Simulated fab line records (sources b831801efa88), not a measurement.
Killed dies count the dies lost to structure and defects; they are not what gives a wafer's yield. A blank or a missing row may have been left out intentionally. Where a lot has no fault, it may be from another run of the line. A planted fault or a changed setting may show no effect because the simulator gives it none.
8D (eight disciplines) problem report, filled in by code || flow sky130 || the parts of the form that need people (team, actions taken, sign-off) are left out

1. THE ISSUE
Mean of dose_ions_cm2 at SKY_VT_ADJUST_NCORE_IMPLANT_09: 2.5618e+12 across 9 wafers in 3 lots; on wafers with no fault it is 2.4004e+12 (standard deviation 2.6e+09). That is +62 standard deviations from the usual mean.
First seen on wafer L983.1, day 10 08:23, on implanter-01. At this step, 36 wafers from 12 lots have a number in the record. Rule for "out", or "out of limits": more than 4 standard deviations from the usual mean. The other wafers with a number count as sound.

2. WHAT IT IS, WHAT IT ISN'T
{"question": "which readings at this step", "is": "dose_ions_cm2", "is not": "-"}
{"question": "which lots", "is": "L983, L985, L986", "is not": "L969, L973, L974, L984, L987, L988, L989, L990, L991"}
{"question": "which wafers of those lots", "is": "all that have a number", "is not": "-"}
{"question": "read on which tools", "is": "implanter-01", "is not": "implanter-03, implanter-04"}
{"question": "when", "is": "from day 10 08:23", "is not": "up to then (9 sound wafers); but 18 sound wafers of L984, L987, L988, L989, L990, L991 came after"}

3. THE SUSPECTS, EACH WITH WHAT RULES IT OUT
Counting: any tool at a process step up to the reading is kept as a suspect provided that every lot that is out went through it and no sound lot did after the first of them.
- implanter-01 at SKY_VT_ADJUST_NCORE_IMPLANT_09: ruled out as a lasting fault. Sound lots L987, L990 ran on it after its first lot that is out, L983 (day 10 08:23).
Left after counting: nothing in the record.

4. THE CAUSE (what the simulator had put in)
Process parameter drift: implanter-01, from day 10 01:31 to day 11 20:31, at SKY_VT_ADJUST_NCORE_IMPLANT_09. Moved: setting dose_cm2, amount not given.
Counting ruled it out, wrongly.

5. SEQUENCE OF EFFECTS, ordered by route
One row per reading whose mean, taken over the struck wafers that have a number, lies over 3 standard deviations from the usual. Only readings for which the record gives a usual standard deviation are gone through. hours: the time from each lot's start at the first step in this table that gives one to its start at this step, as a median over the lots. sigmas: the change in usual standard deviations.
{"hours": 0, "step": "SKY_VT_ADJUST_NCORE_IMPLANT_09", "reading": "dose_ions_cm2", "usual": 2.4004e+12, "on struck wafers": 2.5618e+12, "change": "+1.6144e+11", "sigmas": "+62"}
{"hours": 0, "step": "SKY_VT_ADJUST_NCORE_IMPLANT_09", "reading": "faraday_current_uA", "usual": 13.52, "on struck wafers": 14.48, "change": "+0.96", "sigmas": "+3.2"}
Here are the process steps it includes:
- SKY_VT_ADJUST_NCORE_IMPLANT_09

6. WHAT WOULD HAVE CAUGHT IT SOONER
7 hours passed between the start of the fault at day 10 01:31 and the first reading out of limits in this record, taken at day 10 08:23.
